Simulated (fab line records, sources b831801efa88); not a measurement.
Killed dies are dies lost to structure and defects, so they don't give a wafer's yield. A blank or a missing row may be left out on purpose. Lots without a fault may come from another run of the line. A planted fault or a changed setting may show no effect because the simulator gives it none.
A struck lot beside a sound one | flow sky130 | 15 steps out of a route of 708
Sound: wafers L504.4, L504.5, L504.6. Struck: wafer L513.3. (L513.2, L513.6 of the same lot were not struck and are left out.) The cause comes at the end.
At each step with rows: each side's tool, then ch and its chambers, then its first start. Under that, the readings that differ: sound wafers | struck wafers | difference of the means | sigmas: that difference in standard deviations of wafers without a fault.
alike: readings whose means differ by less than 2 such deviations, and words and numbers that are the same on both sides. not compared: withheld readings, readings that some wafer has no value for, bounds like >300 that may hide the same value, and numbers for which the record gives no deviation and whose values overlap.
The two part at a step that has a row with sigmas, a row that says differs or no value, or rows on one side only. Numbers that don't overlap but have no deviation are shown without sigmas and don't part them. A reading that every wafer of one side lacks parts them only if that side has two wafers or more.

SKY_CAPM_SPUTTER_02: material TiN, target thk 200 nm, time 166.7 s.
  sound on pvd_sputter-01, day 36 10:38; struck on pvd_sputter-01, day 39 09:11
  alike: cathode_dc_power_W, throttle_valve_pct
SKY_CAPM_RS_MEAS_03: measures by four-point-probe.
  sound on film_metro-02, day 36 10:46; struck on film_metro-01, day 39 09:19
  alike: CAPM_TIN_RS
SKY_CAPM_THK_MEAS_04: measures by xrf.
  sound on film_metro-02, day 36 10:51; struck on film_metro-01, day 39 09:25
  alike: CAPM_TIN_THK
then, 7 steps without rows for these wafers: SKY_CAPM_DEHYDRATE_05 (time 60 s); SKY_CAPM_HMDS_06 (prime time 60 s); SKY_CAPM_COAT_07 (resist thk 1140 nm); SKY_CAPM_SOFTBAKE_08 (time 60 s); SKY_CAPM_EXPOSE_09 (exposes mask CAPM, target cd 1000 nm); SKY_CAPM_PEB_10; SKY_CAPM_DEVELOP_11 (develop time 60 s).
SKY_CAPM_OVL_MEAS_12:
  sound on overlay-02, day 37 11:37; struck on overlay-01, day 40 10:55
  alike: CAPM_OVL
SKY_CAPM_METAL_ETCH_13: etches TiN in Cl2/BCl3, stops on SiO2, target depth 220 nm, time 62.9 s.
  sound on rie_metal-01 ch 0,1, day 37 11:40; struck on rie_metal-03 ch 0, day 40 10:56
  alike: bcl3_flow_sccm, drypump_motor_current_A, oes_product_au, throttle_valve_pct
  not compared: rf_hours_counter_h
SKY_CAPM_STRIP_14: strips in O2/N2.
  sound on plasma_asher-04 ch 0,1, day 37 11:45; struck on plasma_asher-03 ch 0, day 40 11:01
  reading                      | sound             | struck | difference | sigmas
  n2_flow_sccm (sccm)          | 302.2 301.2 298.8 | 239.5  | -61.2      | -67
  strip_time_to_endpoint_s (s) | 12.59 12.58 12.59 | 12.68  | +0.09      | +2
  alike: drypump_motor_current_A, oes_product_au
  not compared: rf_hours_counter_h
then, 1 step without rows for these wafers: SKY_CAPM_STRIP_15 (strips in post etch residue remover, time 1200 s).
-- the record jumps here: 8 days lie between the struck wafers' starts before and after (it left off in module CAPM and takes up again in module PAD_OPEN, whose first step shown is number 708 of the route) --
SKY_PAD_OPEN_PROBE_99:
  sound on prober-02, day 45 21:35; struck on prober-02, day 48 05:40
  reading         | sound | struck | difference | sigmas
  killed_at_other | 0 0 0 | 1      | +1         | +2
  alike: defect_limited_yield, killed_at_M0_to_M3, killed_at_M4_up, killed_at_contacts, killed_at_front_end, killed_dies, killed_on_rim, killed_open, killed_short, sort_bin_3_pad_short, sort_bin_5_function, sort_bin_6_memory, sort_n_pass, sort_yield_pct

WHERE THEY PART
First at SKY_CAPM_STRIP_14; last, within this record, at SKY_PAD_OPEN_PROBE_99.

WHY: what the simulator had put in
Process parameter drift: plasma_asher-03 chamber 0, from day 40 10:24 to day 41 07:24, at SKY_CAPM_STRIP_14. Setting n2_flow_sccm, moved by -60, from 300. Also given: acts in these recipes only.
